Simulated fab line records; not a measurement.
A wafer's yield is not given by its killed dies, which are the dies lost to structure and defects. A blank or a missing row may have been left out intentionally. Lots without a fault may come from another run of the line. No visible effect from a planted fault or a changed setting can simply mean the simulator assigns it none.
fab line records	flow sky130
record lots=12	wafers=36	last-day=51
route steps=708 shown FIELD_ISO@16 PWDE@52 NWELL@67 PAD_OPEN@708
lots that met no fault: from a run of the same line without faults
start-h: hours from the record's first day to the start of the lot's first wafer shown	wait-h: hours elapsed since this lot's preceding step	" same as the row above	L1.1+2: a row that stands for several wafers	- no value present, or no start provided	* or withheld: withheld	< > ~ a bound
route shown NAME@n: names a module that has steps shown in the file, with the first one's number in the route	usual: average and standard deviation across the fault-free wafers	same: alike in all rows	chamber/n: place in a boat	sites: each site's reading	_std_site: the values' standard deviation	_edge_site: outer sites' mean less inner sites'	radius-mm: how far each site lies from the wafer's centre	mask NAME#n: copy n	behind: tool/chamber where the wafer was last shaped	hold: why the lot was held/for how many hours/how that ended	device: names the non-switching transistor (n, p or np)	end of line: the route-end tests of the same wafers	for a step that has no rows: nothing shown but its recipe	killed: count of dies lost to structure and defects at first sort (not the wafer's yield)	map: dies across one wafer; x = killed, . = not, _ = none there
set.NAME: the run value of the setting; set.NAME@STEP: its run value at that earlier step	model.NAME: the simulator's own value behind a step, which no gauge read
the route's steps for a sample of lots (tables are steps, rows are wafers)
services: the hour from which a tool's chamber was out of use, counted from the record's first day as start-h (under 0 if before that day), plus the number of hours and why
## steps
# step SKY_FIELD_ISO_ETCH_15
# recipe chemistry=CHF3/O2	target-depth-nm=180	stop-on=Si	source-w=600	bias-w=200	pressure-mtorr=40	chf3-flow-sccm=50	O2_flow_sccm=5	time-s=72
# usual drypump-motor-current-A=5.8/0.4	oes-product-au=0.942/0.0072	throttle-valve-pct=8.843/0.0094
lot.wafer	tool	chamber	start-h	wait-h	drypump-motor-current-A	oes-product-au	rf-hours-counter-h	throttle-valve-pct
L233.2	rie-diel-02	3	41.95	0.0	5.4	0.941	2	8.845
L233.3	"	1	"	"	5.7	0.948	7	8.847
L233.5	"	2	"	"	5.8	0.945	-	8.854
L232.2	rie-diel-03	3	42.30	0.0	6.4	0.950	37	8.853
L232.3	"	2	"	"	6.4	0.949	3	8.845
L232.5	"	2	"	"	6.4	0.937	-	8.837
L235.2	rie-diel-02	1	49.70	0.0	5.7	0.936	7	8.827
L235.3	"	2	"	"	5.8	0.937	57	8.841
L235.4	"	0	"	"	5.9	0.932	14	8.843
L237.1	rie-diel-01	2	58.55	0.0	5.4	0.936	3	8.843
L237.2	"	3	"	"	4.9	0.947	100	8.845
L237.6	"	0	"	"	5.8	0.945	-	8.866
L238.3	rie-diel-03	1	66.28	0.0	5.9	0.934	0	8.848
L238.5	"	1	"	"	5.9	0.945	-	8.846
L238.6	"	2	"	"	6.4	0.953	-	8.835
L244.3	rie-diel-03	1	96.43	0.0	5.9	0.950	1	8.842
L244.4	"	2	"	"	6.4	0.946	4	8.830
L244.6	"	1	"	"	5.8	0.935	-	8.845
L247.3	rie-diel-01	2	112.03	0.0	5.4	0.945	4	8.845
L247.4	"	1	"	"	6.1	0.946	156	8.848
L247.6	"	3	"	"	4.9	0.938	-	8.860
L248.3	rie-diel-02	3	115.95	0.0	5.4	0.943	3	8.856
L248.4	"	1	"	"	5.7	0.938	9	8.859
L248.5	"	1	"	"	5.7	0.943	-	8.836
L249.2	rie-diel-02	3	122.58	0.0	5.4	0.935	3	8.831
L249.4	"	2	"	"	5.8	0.950	59	8.841
L249.6	"	0	"	"	5.9	0.938	-	8.851
L250.3	rie-diel-01	1	127.05	0.0	6.1	0.951	156	8.848
L250.5	"	2	"	"	5.4	0.948	-	8.857
L250.6	"	1	"	"	6.1	0.953	-	8.838
L251.3	rie-diel-02	1	132.50	0.0	5.7	0.945	9	8.840
L251.4	"	3	"	"	5.4	0.948	4	8.850
L251.5	"	3	"	"	5.4	0.952	-	8.852
L252.2	rie-diel-03	2	140.80	0.0	6.4	0.945	5	8.856
L252.3	"	3	"	"	6.4	0.936	40	8.838
L252.4	"	0	"	"	5.5	0.947	150	8.868
# step SKY_PWDE_OVL_MEAS_07
# usual PWDE_OVL=0.7/1.5
lot.wafer	tool	chamber	start-h	wait-h	PWDE_OVL[nm]
L233.2	overlay-01	-	80.89	-	1.8
L233.3	"	-	"	"	3.4
L233.5	"	-	"	"	2.3
L232.2	overlay-02	-	81.04	-	-0.5
L232.3	"	-	"	"	0.2
L232.5	"	-	"	"	0.0
L235.2	overlay-01	-	92.64	-	2.9
L235.3	"	-	"	"	3.4
L235.4	"	-	"	"	1.4
L237.1	overlay-02	-	98.37	-	-0.2
L237.2	"	-	"	"	-3.6
L237.6	"	-	"	"	-1.8
L238.3	overlay-01	-	106.85	-	1.6
L238.5	"	-	"	"	0.4
L238.6	"	-	"	"	0.7
L244.3	overlay-01	-	139.18	-	-1.9
L244.4	"	-	"	"	-0.2
L244.6	"	-	"	"	-0.4
L247.3	overlay-02	-	157.90	-	1.6
L247.4	"	-	"	"	1.2
L247.6	"	-	"	"	1.9
L248.3	overlay-02	-	163.28	-	-0.9
L248.4	"	-	"	"	-0.2
L248.5	"	-	"	"	-1.4
L249.2	overlay-01	-	166.82	-	3.3
L249.4	"	-	"	"	4.9
L249.6	"	-	"	"	2.5
L250.3	overlay-02	-	174.75	-	2.1
L250.5	"	-	"	"	1.1
L250.6	"	-	"	"	1.1
L251.3	overlay-02	-	181.15	-	-1.2
L251.4	"	-	"	"	0.4
L251.5	"	-	"	"	-0.2
L252.2	overlay-01	-	189.04	-	3.0
L252.3	"	-	"	"	1.8
L252.4	"	-	"	"	2.3
# step SKY_NWELL_STRIP_14
# recipe chemistry=O2/N2	power-w=1400	pressure-mtorr=1500	platen-temp-c=withheld	o2-flow-sccm=3000	n2-flow-sccm=300	overash-fraction=0.5
# usual drypump-motor-current-A=6.0/0.43	o2-flow-sccm=3001/8.4	oes-product-au=0.723/0.0044	strip-time-to-endpoint-s=36.89/0.1
lot.wafer	tool	chamber	start-h	wait-h	drypump-motor-current-A	o2-flow-sccm	oes-product-au	rf-hours-counter-h	strip-time-to-endpoint-s
L233.2	plasma-asher-02	0	98.78	0.1	6.3	3008	0.724	41	36.87
L233.3	"	1	"	"	5.8	3013	0.719	-	37.01
L233.5	"	1	"	"	5.8	2999	0.726	-	36.84
L232.2	plasma-asher-04	0	99.02	0.1	6.4	2992	0.729	31	36.98
L232.3	"	0	"	"	6.4	2995	0.726	-	37.01
L232.5	"	1	"	"	5.8	2999	0.717	-	36.99
L235.2	plasma-asher-03	0	110.82	0.1	6.6	3002	0.716	39	36.80
L235.3	"	1	"	"	5.5	2990	0.731	-	36.91
L235.4	"	0	"	"	6.6	3004	0.717	-	36.81
L237.1	plasma-asher-03	0	116.63	0.1	6.6	3002	0.728	40	36.99
L237.2	"	1	"	"	5.4	2995	0.719	40	36.94
L237.6	"	1	"	"	5.4	2986	0.719	-	37.08
L238.3	plasma-asher-02	0	125.91	0.1	6.3	2997	0.729	-	36.86
L238.5	"	0	"	"	6.3	2989	0.713	-	36.84
L238.6	"	1	"	"	5.8	3002	0.726	-	36.87
L244.3	plasma-asher-03	1	159.71	0.1	5.4	3000	0.723	-	37.04
L244.4	"	0	"	"	6.6	3005	0.726	-	37.07
L244.6	"	1	"	"	5.5	2997	0.725	-	37.01
L247.3	plasma-asher-04	0	179.61	0.1	6.4	3001	0.721	-	36.78
L247.4	"	1	"	"	5.8	3003	0.723	-	36.91
L247.6	"	0	"	"	6.4	3003	0.720	-	36.80
L248.3	plasma-asher-04	0	184.46	0.1	6.4	3015	0.722	-	36.95
L248.4	"	1	"	"	5.8	3016	0.720	-	36.99
L248.5	"	1	"	"	5.8	2991	0.717	-	36.99
L249.2	plasma-asher-03	1	189.32	0.1	5.5	3005	0.730	46	36.78
L249.4	"	0	"	"	6.6	3007	0.724	-	36.81
L249.6	"	0	"	"	6.6	3010	0.724	-	36.81
L250.3	plasma-asher-03	1	197.06	0.1	5.5	3004	0.722	-	36.95
L250.5	"	1	"	"	5.5	2995	0.722	-	36.96
L250.6	"	0	"	"	6.6	2991	0.724	-	37.04
L251.3	plasma-asher-02	1	203.31	0.1	5.8	3008	0.724	-	36.97
L251.4	"	0	"	"	6.3	3009	0.719	-	37.01
L251.5	"	0	"	"	6.3	2989	0.724	-	36.95
L252.2	plasma-asher-04	1	212.27	0.1	5.8	2998	0.722	42	36.80
L252.3	"	1	"	"	5.8	3000	0.729	-	36.96
L252.4	"	0	"	"	6.4	2999	0.721	-	36.87
# step SKY_NWELL_EXPOSE_20
# recipe mask-id=NWM_COMPLEMENT	na=0.6	source-shape=conventional	sigma-outer=0.6	polarization=unpolarized	target-cd-nm=840	dose-mj=260
# usual exposure-dose-mJ-cm2=259.98/0.27
lot.wafer	tool	chamber	start-h	wait-h	mask	exposure-dose-mJ-cm2
L233.2	iline-stepper-01	0	107.86	-	NWM_COMPLEMENT#0	260.20
L233.3	"	0	"	"	NWM_COMPLEMENT#0	260.20
L233.5	"	0	"	"	NWM_COMPLEMENT#0	260.21
L232.2	iline-stepper-01	0	108.53	-	NWM_COMPLEMENT#0	259.96
L232.3	"	0	"	"	NWM_COMPLEMENT#0	259.99
L232.5	"	0	"	"	NWM_COMPLEMENT#0	260.10
L235.2	iline-stepper-01	0	120.28	-	NWM_COMPLEMENT#0	260.26
L235.3	"	0	"	"	NWM_COMPLEMENT#0	259.72
L235.4	"	0	"	"	NWM_COMPLEMENT#0	259.76
L237.1	iline-stepper-02	0	126.04	-	NWM_COMPLEMENT_R1#0	260.48
L237.2	"	0	"	"	NWM_COMPLEMENT_R1#0	260.12
L237.6	"	0	"	"	NWM_COMPLEMENT_R1#0	260.15
L238.3	iline-stepper-01	0	135.65	-	NWM_COMPLEMENT#0	259.99
L238.5	"	0	"	"	NWM_COMPLEMENT#0	259.63
L238.6	"	0	"	"	NWM_COMPLEMENT#0	259.69
L244.3	iline-stepper-02	0	170.50	-	NWM_COMPLEMENT#0	259.69
L244.4	"	0	"	"	NWM_COMPLEMENT#0	259.97
L244.6	"	0	"	"	NWM_COMPLEMENT#0	260.11
L247.3	iline-stepper-02	0	190.45	-	NWM_COMPLEMENT#0	260.09
L247.4	"	0	"	"	NWM_COMPLEMENT#0	260.05
L247.6	"	0	"	"	NWM_COMPLEMENT#0	260.19
L248.3	iline-stepper-02	0	195.13	-	NWM_COMPLEMENT#0	260.08
L248.4	"	0	"	"	NWM_COMPLEMENT#0	259.89
L248.5	"	0	"	"	NWM_COMPLEMENT#0	259.88
L249.2	iline-stepper-02	0	200.51	-	NWM_COMPLEMENT#0	259.72
L249.4	"	0	"	"	NWM_COMPLEMENT#0	259.68
L249.6	"	0	"	"	NWM_COMPLEMENT#0	259.82
L250.3	iline-stepper-01	0	208.95	-	NWM_COMPLEMENT#0	260.22
L250.5	"	0	"	"	NWM_COMPLEMENT#0	260.81
L250.6	"	0	"	"	NWM_COMPLEMENT#0	260.74
L251.3	iline-stepper-02	0	214.70	-	NWM_COMPLEMENT#0	259.80
L251.4	"	0	"	"	NWM_COMPLEMENT#0	259.52
L251.5	"	0	"	"	NWM_COMPLEMENT#0	259.42
L252.2	iline-stepper-01	0	223.68	-	NWM_COMPLEMENT#0	260.00
L252.3	"	0	"	"	NWM_COMPLEMENT#0	260.03
L252.4	"	0	"	"	NWM_COMPLEMENT#0	259.81
# step SKY_PAD_OPEN_PROBE_99
# usual killed_at_M0_to_M3=43/6.8	killed_at_M4_up=3.1/1.8	killed-at-contacts=25/5.8	killed-at-front-end=15/4.2	killed-at-other=0.3/0.5	killed-dies=87/9.7	killed-open=47/7.3	killed-short=39/6.6
# same gross-dies=492	killed-at-back-side=0
lot.wafer	tool	chamber	start-h	wait-h	killed_at_M0_to_M3	killed_at_M4_up	killed-at-contacts	killed-at-front-end	killed-at-other	killed-dies	killed-open	killed-short
L235.2	prober-01	-	1104.80	0.1	41	3	27	13	0	84	44	40
L235.3	prober-01	-	1104.85	0.2	44	2	26	12	0	84	45	39
L235.4	prober-01	-	1104.90	0.2	46	7	22	7	2	84	45	39
L238.3	prober-01	-	1120.15	0.2	47	2	18	15	1	83	45	38
L238.5	prober-01	-	1120.25	0.2	52	1	20	12	0	85	47	38
L238.6	prober-01	-	1120.30	0.2	34	5	22	9	1	71	43	28
L247.3	prober-02	-	1175.59	0.2	50	5	32	22	0	109	70	39
L247.4	prober-02	-	1175.64	0.2	50	5	27	21	0	103	63	40
L247.6	prober-02	-	1175.74	0.2	37	5	32	19	0	93	57	36
# killed by level:class
L235.2 CONTACT:geometric-particle:open=11 VIA1:geometric-particle:open=9 METAL2:geometric-particle:short=8 LI_CONTACT:geometric-particle:open=7 VIA2:geometric-particle:open=7 FIELD_ISO:geometric-particle:short=4 METAL1:geometric-particle:short=4 LI_CONTACT:geometric-particle:short=3
L235.3 CONTACT:geometric-particle:open=12 VIA2:geometric-particle:open=9 METAL1:geometric-particle:short=7 VIA1:geometric-particle:short=7 LOCAL_INTERCONNECT:geometric-particle:short=6 VIA1:geometric-particle:open=6 FIELD_ISO:geometric-particle:open=4 FIELD_ISO:geometric-particle:short=4
L235.4 VIA1:geometric-particle:open=11 CONTACT:geometric-particle:open=8 VIA1:geometric-particle:short=7 VIA2:geometric-particle:open=7 METAL4:geometric-particle:short=6 METAL1:geometric-particle:short=5 LI_CONTACT:geometric-particle:open=5 VIA3:geometric-particle:open=5
L238.3 CONTACT:geometric-particle:open=9 VIA2:geometric-particle:open=9 VIA1:geometric-particle:open=8 VIA1:geometric-particle:short=7 VIA3:geometric-particle:open=6 FIELD_ISO:geometric-particle:short=5 FIELD_ISO:geometric-particle:open=5 LOCAL_INTERCONNECT:geometric-particle:short=4
L238.5 CONTACT:geometric-particle:open=11 VIA1:geometric-particle:open=10 METAL2:geometric-particle:short=9 VIA2:geometric-particle:open=8 METAL1:geometric-particle:short=7 VIA3:geometric-particle:open=7 POLY_GATE:geometric-particle:open=4 CONTACT:geometric-particle:short=4
L238.6 CONTACT:geometric-particle:open=14 VIA1:geometric-particle:open=12 METAL2:geometric-particle:short=7 VIA2:geometric-particle:open=4 METAL4:geometric-particle:short=4 POLY_GATE:geometric-particle:open=3 LI_CONTACT:geometric-particle:open=3 LOCAL_INTERCONNECT:geometric-particle:short=3
L247.3 CONTACT:geometric-particle:open=14 LI_CONTACT:geometric-particle:open=13 VIA1:geometric-particle:open=13 FIELD_ISO:geometric-particle:open=9 VIA3:geometric-particle:open=8 POLY_GATE:geometric-particle:short=6 METAL1:geometric-particle:short=5 VIA2:geometric-particle:open=5
L247.4 VIA1:geometric-particle:open=17 LI_CONTACT:geometric-particle:open=10 VIA3:geometric-particle:open=9 CONTACT:geometric-particle:open=7 VIA2:geometric-particle:open=7 POLY_GATE:geometric-particle:open=6 CONTACT:geometric-particle:short=6 METAL2:geometric-particle:short=6
L247.6 VIA1:geometric-particle:open=13 CONTACT:geometric-particle:open=12 FIELD_ISO:geometric-particle:short=6 CONTACT:geometric-particle:short=5 POLY_GATE:geometric-particle:open=4 LI_CONTACT:geometric-particle:open=4 LI_CONTACT:geometric-particle:short=4 LOCAL_INTERCONNECT:geometric-particle:short=4
## services
tool	chamber	start-h	hours	kind
plasma-asher-03	-	19.09	15.6	pm
rie-diel-03	1	28.73	-	clean
rie-diel-03	1	28.73	33.6	scheduled-down
rie-diel-03	1	28.73	33.6	vent-cycle
plasma-asher-02	-	49.90	0.3	repair
rie-diel-03	2	59.01	2.3	repair
plasma-asher-02	-	66.84	2.1	repair
rie-diel-02	3	102.79	3.7	repair
plasma-asher-02	-	108.75	9.0	pm
plasma-asher-02	0	108.75	9.0	vent-cycle
plasma-asher-02	1	108.75	9.0	vent-cycle
plasma-asher-02	0	117.75	-	clean
plasma-asher-02	1	117.75	-	clean
plasma-asher-03	-	119.25	4.6	pm
iline-stepper-01	-	130.00	1.7	pm
rie-diel-01	1	140.03	1.5	repair
rie-diel-01	1	141.58	-	clean
iline-stepper-02	-	144.47	1.7	pm
iline-stepper-01	-	170.33	2.1	pm
iline-stepper-01	-	172.41	-	consumable-replace:lamp
rie-diel-03	0	177.88	-	clean
rie-diel-03	0	177.88	29.9	scheduled-down
rie-diel-03	0	177.88	29.9	vent-cycle
plasma-asher-02	-	180.13	0.4	repair
## key
first-sign step=SKY_NWELL_EXPOSE_20	reading=mask	direction=changed
effect none on later readings
met-at SKY_NWELL_EXPOSE_20
struck-lots L237
tester-left-out L237
not-acting-at SKY_FIELD_ISO_ETCH_15,SKY_PWDE_OVL_MEAS_07,SKY_NWELL_STRIP_14
fault kind=wrong-mask	tool=any	chamber=-	onset-h=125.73	steps=SKY_NWELL_EXPOSE_20	aux-copy=NWM_COMPLEMENT_R1#0	cd-offset-nm=-168	scope=struck-lots-only
# tester-left-out: of these lots the tester's yield and bins aren't shown, on N5 and GAA mostly nor the transistor test; their killed dies are dies lost to structure and defects alone, not to doping, threshold or leakage, so they don't give the yield
